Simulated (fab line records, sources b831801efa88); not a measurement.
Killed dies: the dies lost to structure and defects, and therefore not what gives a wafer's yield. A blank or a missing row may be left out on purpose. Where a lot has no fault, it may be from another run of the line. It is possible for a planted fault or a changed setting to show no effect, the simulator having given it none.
fab line records    flow sky130
record: lots: 11  wafers: 33  last_day: 50
route steps=708 shown METAL1@451 VIA1@460 METAL2@499 CAPM@537 METAL3@567 PAD_OPEN@708
lots with no fault: from the same line, run without faults
start_h: start of the lot's first displayed wafer, in hours after the record's first day    wait_h: hours from the lot's prior step to this one    " same as the row above    L1.1+2: a row that stands for several wafers    - no value, or no start given    * or withheld: withheld    < > ~ a bound
route shown NAME@n: names a module that has steps shown in the file, with the first one's number in the route    usual: mean/standard deviation of fault-free wafers    same: alike in all rows    chamber/n: place in a boat    sites: readings site by site    _std_site: standard deviation across them    _edge_site: inner sites' mean taken away from outer sites' mean    radius_mm: how far each site lies from the wafer's centre    mask NAME#n: copy n    behind: tool/chamber where the wafer was last shaped    hold: what put the lot on hold/how long, in hours/how the hold closed    device: whichever transistor did not switch (one of n, p or np)    end of line: the same wafers' tests at the end of the route    where a step has no rows: the recipe by itself    killed: count of dies lost to structure and defects at first sort (not the wafer's yield)    map: per-die view of a wafer (x killed, . not killed, _ where there is no die)
set.NAME: the run value of the setting; set.NAME@STEP: its run value at that earlier step    model.NAME: the simulator's own value behind a step, which no gauge read
steps of the route over a sample of lots; a table a step, a row a wafer
services: a tool's chamber out of use, with start hour (start_h, from the record's first day; less than 0 if before it), hours out, and reason
== steps ==
step: SKY_METAL1_DESCUM_17
recipe: chemistry: O2  source_power_w: 150  bias_power_w: 0  pressure_mtorr: 10  temp_c: 40  time_s: 8
usual: drypump_motor_current_A: 6.0/0.76  oes_product_au: 0.998/0.0093
lot.wafer  tool          chamber  start_h  wait_h  drypump_motor_current_A  oes_product_au  rf_hours_counter_h
L463.3     rie_metal-03  0        781.25   0.0     6.1                      0.984           -
L463.4     "             1        "        "       5.8                      0.991           -
L463.6     "             0        "        "       6.1                      0.985           -
L464.3     rie_metal-01  0        785.26   0.0     4.8                      0.992           -
L464.4     "             1        "        "       5.0                      1.009           -
L464.6     "             1        "        "       5.0                      1.004           -
L468.1     rie_metal-02  1        795.90   0.0     6.4                      0.999           13
L468.3     "             0        "        "       6.8                      1.000           -
L468.4     "             1        "        "       6.4                      0.999           -
L467.3     rie_metal-02  0        800.12   0.0     6.8                      1.011           -
L467.5     "             0        "        "       6.8                      1.015           -
L467.6     "             1        "        "       6.4                      1.000           -
L469.2     rie_metal-02  0        826.51   0.0     6.8                      1.005           -
L469.4     "             0        "        "       6.8                      1.014           -
L469.5     "             0        "        "       6.8                      1.014           -
L473.1     rie_metal-01  0        854.07   0.0     4.7                      0.990           12
L473.4     "             0        "        "       4.7                      0.988           -
L473.6     "             1        "        "       5.0                      1.010           -
L481.1     rie_metal-01  0        900.47   0.0     4.8                      1.006           14
L481.5     "             0        "        "       4.8                      1.001           -
L481.6     "             1        "        "       5.0                      1.001           -
L482.2     rie_metal-01  1        908.37   0.0     5.0                      1.005           17
L482.5     "             0        "        "       4.7                      0.991           -
L482.6     "             1        "        "       5.0                      1.011           -
L483.2     rie_metal-02  1        914.82   0.0     6.4                      1.010           1
L483.4     "             1        "        "       6.4                      1.017           -
L483.6     "             1        "        "       6.4                      1.005           -
L484.2     rie_metal-03  1        920.65   0.0     5.8                      0.981           17
L484.4     "             0        "        "       6.1                      0.987           -
L484.5     "             1        "        "       5.8                      0.984           -
L485.1     rie_metal-02  0        928.22   0.0     6.8                      0.992           4
L485.2     "             1        "        "       6.3                      1.001           2
L485.4     "             1        "        "       6.4                      1.008           -
step: SKY_VIA1_CMP_02
recipe: material: SiO2  down_force_psi: 4  platen_rpm: 60  pad_velocity_m_s: 0.94248
usual: motor_current_A: 12.7/1.9
lot.wafer  tool    chamber  start_h  wait_h  motor_current_A
L463.4     cmp-02  0        782.27   0.1     12.1
L463.3     "       2        "        "       10.8
L463.6     "       0        "        "       12.9
L464.4     cmp-01  0        786.28   0.1     10.0
L464.3     "       2        "        "       17.5
L464.6     "       3        "        "       12.4
L468.1     cmp-02  3        796.92   0.1     14.1
L468.4     "       0        "        "       12.2
L468.3     "       1        "        "       14.1
L467.3     cmp-02  0        801.16   0.1     12.2
L467.6     "       3        "        "       13.8
L467.5     "       0        "        "       11.8
L469.4     cmp-01  3        827.79   0.1     12.4
L469.2     "       0        "        "       10.3
L469.5     "       3        "        "       12.3
L473.4     cmp-02  2        855.04   0.0     10.9
L473.1     "       1        "        "       14.7
L473.6     "       2        "        "       11.1
L481.1     cmp-01  0        901.60   0.2     10.6
L481.5     "       2        "        "       17.4
L481.6     "       3        "        "       12.1
L482.2     cmp-02  0        909.56   0.2     12.4
L482.6     "       1        "        "       13.5
L482.5     "       2        "        "       10.4
L483.2     cmp-02  1        915.82   0.1     14.5
L483.4     "       2        "        "       10.5
L483.6     "       0        "        "       12.1
L484.4     cmp-02  0        921.70   0.1     11.9
L484.2     "       1        "        "       13.5
L484.5     "       3        "        "       14.3
L485.4     cmp-02  0        929.21   0.1     12.2
L485.2     "       1        "        "       14.2
L485.1     "       2        "        "       10.4
step: SKY_METAL2_OVL_MEAS_16
usual: METAL2_OVL: 0/6.7
lot.wafer  tool        chamber  start_h  wait_h  METAL2_OVL[nm]
L463.3     overlay-02  -        836.94   0.1     -9
L463.4     "           -        "        "       2
L463.6     "           -        "        "       4
L464.3     overlay-02  -        839.98   0.1     5
L464.4     "           -        "        "       10
L464.6     "           -        "        "       11
L468.1     overlay-02  -        851.02   0.1     -1
L468.3     "           -        "        "       1
L468.4     "           -        "        "       12
L467.3     overlay-01  -        855.48   0.1     -4
L467.5     "           -        "        "       -1
L467.6     "           -        "        "       -7
L469.2     overlay-02  -        881.26   0.1     0
L469.4     "           -        "        "       -1
L469.5     "           -        "        "       4
L473.1     overlay-01  -        906.73   0.1     -6
L473.4     "           -        "        "       5
L473.6     "           -        "        "       6
L481.1     overlay-02  -        952.61   0.1     12
L481.5     "           -        "        "       6
L481.6     "           -        "        "       3
L482.2     overlay-02  -        959.19   0.1     7
L482.5     "           -        "        "       -12
L482.6     "           -        "        "       6
L483.2     overlay-01  -        965.74   0.1     7
L483.4     "           -        "        "       -9
L483.6     "           -        "        "       2
L484.2     overlay-02  -        971.84   0.1     -8
L484.4     "           -        "        "       -1
L484.5     "           -        "        "       2
L485.1     overlay-01  -        978.67   0.1     -3
L485.2     "           -        "        "       -12
L485.4     "           -        "        "       -7
step: SKY_CAPM_CVD_00
recipe: material: SiO2  target_thk_nm: 15.5  temp_c: 400  time_s: withheld  rf_w: 450
usual: heater_power_w: 722/110
lot.wafer  tool      chamber  start_h  wait_h  heater_power_w
L463.3     pecvd-01  1        865.50   0.0     687
L463.4     "         0        "        "       974
L463.6     "         1        "        "       683
L464.3     pecvd-01  1        868.58   0.0     623
L464.4     "         2        "        "       740
L464.6     "         1        "        "       641
L468.1     pecvd-01  2        879.72   0.0     775
L468.3     "         0        "        "       797
L468.4     "         2        "        "       744
L467.3     pecvd-03  0        883.73   0.0     859
L467.5     "         1        "        "       650
L467.6     "         2        "        "       734
L469.2     pecvd-01  1        909.87   0.0     648
L469.4     "         2        "        "       636
L469.5     "         0        "        "       979
L473.1     pecvd-01  2        935.09   0.0     743
L473.4     "         1        "        "       659
L473.6     "         0        "        "       903
L481.1     pecvd-02  0        979.42   0.0     743
L481.5     "         0        "        "       759
L481.6     "         1        "        "       652
L482.2     pecvd-02  1        986.30   0.0     660
L482.5     "         0        "        "       804
L482.6     "         2        "        "       650
L483.2     pecvd-02  1        992.68   0.0     584
L483.4     "         1        "        "       589
L483.6     "         2        "        "       529
L484.2     pecvd-02  2        998.59   0.0     585
L484.4     "         1        "        "       636
L484.5     "         2        "        "       584
L485.1     pecvd-03  2        1005.67  0.0     639
L485.2     "         0        "        "       869
L485.4     "         1        "        "       672
step: SKY_CAPM_THK_MEAS_01
recipe: reads: SiO2_of_CAPM_CVD_00
usual: CAPM_CVD_00_THK: 15.45/0.23
lot.wafer  tool           chamber  start_h  wait_h  CAPM_CVD_00_THK[nm]
L463.3     film_metro-02  -        865.54   -       15.11
L463.4     "              -        "        "       15.33
L463.6     "              -        "        "       15.22
L464.3     film_metro-03  -        868.62   -       15.11
L464.4     "              -        "        "       15.53
L464.6     "              -        "        "       15.56
L468.1     film_metro-03  -        879.74   -       15.25
L468.3     "              -        "        "       15.48
L468.4     "              -        "        "       15.58
L467.3     film_metro-02  -        883.77   -       15.44
L467.5     "              -        "        "       15.69
L467.6     "              -        "        "       15.91
L469.2     film_metro-02  -        909.90   -       15.42
L469.4     "              -        "        "       15.57
L469.5     "              -        "        "       15.74
L473.1     film_metro-02  -        935.11   -       15.56
L473.4     "              -        "        "       18.33
L473.6     "              -        "        "       15.60
L481.1     film_metro-04  -        979.45   -       15.30
L481.5     "              -        "        "       15.42
L481.6     "              -        "        "       15.40
L482.2     film_metro-02  -        986.33   -       15.67
L482.5     "              -        "        "       15.88
L482.6     "              -        "        "       15.57
L483.2     film_metro-02  -        992.71   -       15.42
L483.4     "              -        "        "       15.71
L483.6     "              -        "        "       15.62
L484.2     film_metro-02  -        998.62   -       15.33
L484.4     "              -        "        "       15.61
L484.5     "              -        "        "       15.53
L485.1     film_metro-03  -        1005.69  -       15.55
L485.2     "              -        "        "       15.16
L485.4     "              -        "        "       15.37
step: SKY_METAL3_ETCH_17
recipe: target: SiO2  stop_on: TiN  chemistry: C4F8/O2/Ar  source_w: 1500  bias_w: 1200  pressure_mtorr: 40  c4f8_flow_sccm: withheld  O2_flow_sccm: 6  Ar_flow_sccm: 300  time_s: 3.9  target_depth_a: 150
usual: oes_product_au: 0.753/0.0068
lot.wafer  tool         chamber  start_h  wait_h  oes_product_au  rf_hours_counter_h
L463.3     rie_diel-03  0        916.73   0.0     0.738           19
L463.4     "            3        "        "       0.746           19
L463.6     "            3        "        "       0.742           -
L464.3     rie_diel-04  0        918.88   0.0     0.744           12
L464.4     "            3        "        "       0.754           11
L464.6     "            3        "        "       0.754           -
L468.1     rie_diel-03  3        929.23   0.1     0.747           19
L468.3     "            1        "        "       0.747           15
L468.4     "            2        "        "       0.752           22
L467.3     rie_diel-03  2        934.28   0.0     0.750           22
L467.5     "            2        "        "       0.763           -
L467.6     "            1        "        "       0.763           -
L469.2     rie_diel-01  1        959.13   0.1     0.755           11
L469.4     "            3        "        "       0.755           12
L469.5     "            0        "        "       0.766           -
L473.1     rie_diel-03  0        982.50   0.1     0.754           21
L473.4     "            3        "        "       0.822           21
L473.6     "            2        "        "       0.754           -
L481.1     rie_diel-01  1        1026.29  0.1     0.751           13
L481.5     "            2        "        "       0.752           -
L481.6     "            3        "        "       0.755           -
L482.2     rie_diel-03  0        1033.49  0.1     0.757           23
L482.5     "            3        "        "       0.764           -
L482.6     "            0        "        "       0.752           -
L483.2     rie_diel-04  3        1040.03  0.1     0.753           15
L483.4     "            1        "        "       0.764           12
L483.6     "            3        "        "       0.758           -
L484.2     rie_diel-04  1        1046.15  0.1     0.755           12
L484.4     "            3        "        "       0.758           15
L484.5     "            2        "        "       0.758           -
L485.1     rie_diel-01  1        1051.77  0.1     0.752           13
L485.2     "            3        "        "       0.747           14
L485.4     "            2        "        "       0.750           7
step: SKY_PAD_OPEN_PROBE_99
usual: defect_limited_yield: 82.3/2  killed_at_M0_to_M3: 43/7.3  killed_at_M4_up: 3.1/1.7  killed_at_contacts: 25/5.3  killed_at_front_end: 15/4.3  killed_at_other: 0.2/0.54  killed_dies: 87/10  killed_open: 48/7.6  killed_short: 38/6.1  sort_bin_3_pad_short: 0.9/0.42  sort_bin_5_function: 10.5/1.5  sort_bin_6_memory: 6.3/1.2  sort_n_pass: 405/10  sort_yield_pct: 82.3/2
same: gross_dies: 492  killed_at_back_side: 0  sort_bin_4_leakage[%]: 0  sort_bin_8_speed[%]: 0
lot.wafer  tool       chamber  start_h  wait_h  defect_limited_yield[%]  killed_at_M0_to_M3  killed_at_M4_up  killed_at_contacts  killed_at_front_end  killed_at_other  killed_dies  killed_open  killed_short  sort_bin_3_pad_short[%]  sort_bin_5_function[%]  sort_bin_6_memory[%]  sort_n_pass  sort_yield_pct[%]
L482.2     prober-01  -        1183.04  0.1     84.1                     44                  3                21                  9                    1                78           46           32            1.6                      8.9                     5.3                   414          84.1
L482.5     prober-01  -        1183.19  0.2     84.3                     40                  2                19                  15                   1                77           42           34            0.2                      9.3                     6.1                   415          84.3
L482.6     prober-01  -        1183.24  0.2     82.1                     48                  1                23                  14                   2                88           46           41            2.0                      8.3                     7.5                   404          82.1
killed by level:class
L482.2 VIA1:geometric_particle:open=11 LI_CONTACT:geometric_particle:open=8 VIA3:geometric_particle:open=7 CONTACT:geometric_particle:open=6 METAL1:geometric_particle:short=6 LOCAL_INTERCONNECT:geometric_particle:short=5 VIA1:geometric_particle:short=5 METAL2:geometric_particle:short=5
L482.5 VIA1:geometric_particle:open=10 VIA2:geometric_particle:open=8 CONTACT:geometric_particle:open=7 FIELD_ISO:geometric_particle:open=6 VIA1:geometric_particle:short=5 FIELD_ISO:geometric_particle:short=4 LI_CONTACT:geometric_particle:open=4 LOCAL_INTERCONNECT:geometric_particle:short=4
L482.6 CONTACT:geometric_particle:open=10 VIA1:geometric_particle:open=9 METAL2:geometric_particle:short=8 LI_CONTACT:geometric_particle:open=6 VIA2:geometric_particle:short=5 VIA2:geometric_particle:open=5 VIA3:geometric_particle:short=5 VIA3:geometric_particle:open=5
== services ==
tool          chamber  start_h  hours  kind
pecvd-01      -        762.63   14.6   pm
pecvd-01      1        781.31   12.3   repair
rie_diel-04   0        783.14   2.5    repair
rie_diel-04   1        783.30   9.6    repair
rie_diel-04   0        787.46   46.7   repair
pecvd-01      -        800.40   6.0    pm
rie_metal-02  1        825.03   7.7    repair
pecvd-02      -        845.54   2.8    pm
rie_diel-03   1        858.35   1.2    repair
rie_diel-03   3        868.54   2.5    repair
cmp-02        -        903.55   0.6    repair
pecvd-01      1        912.25   13.9   repair
pecvd-02      -        928.09   14.6   pm
pecvd-02      -        945.28   1.2    repair
cmp-02        -        976.79   14.1   pm
rie_diel-03   -        978.66   2.8    pm
rie_metal-02  1        990.83   4.2    repair
cmp-02        -        990.93   4.3    pm
pecvd-01      -        1002.42  0.9    repair
cmp-02        -        1014.99  1.1    repair
rie_diel-03   -        1019.74  0.2    repair
cmp-02        -        1036.35  0.3    repair
pecvd-02      -        1036.99  0.8    repair
pecvd-01      2        1045.85  13.7   repair
== key ==
first_sign: step: SKY_CAPM_THK_MEAS_01  reading: CAPM_CVD_00_THK  direction: up  sigmas: 13  usual: 15.45  struck: 18.33
effect: step: SKY_METAL3_ETCH_17  reading: oes_product_au  direction: up  sigmas: 10  usual: 0.753  struck: 0.822
met_at SKY_CAPM_CVD_00
struck_lots L473
struck_wafers L473.4
not_acting_at SKY_METAL1_DESCUM_17,SKY_VIA1_CMP_02,SKY_METAL2_OVL_MEAS_16
onset_between 909.87 935.09
fault: kind: process_parameter_drift  tool: pecvd-01  chamber: -  onset_h: 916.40  steps: SKY_CAPM_CVD_00  channel: time_s  offset: withheld  shape: step  end_h: 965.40  scope: struck_wafers_only  acts_in: *
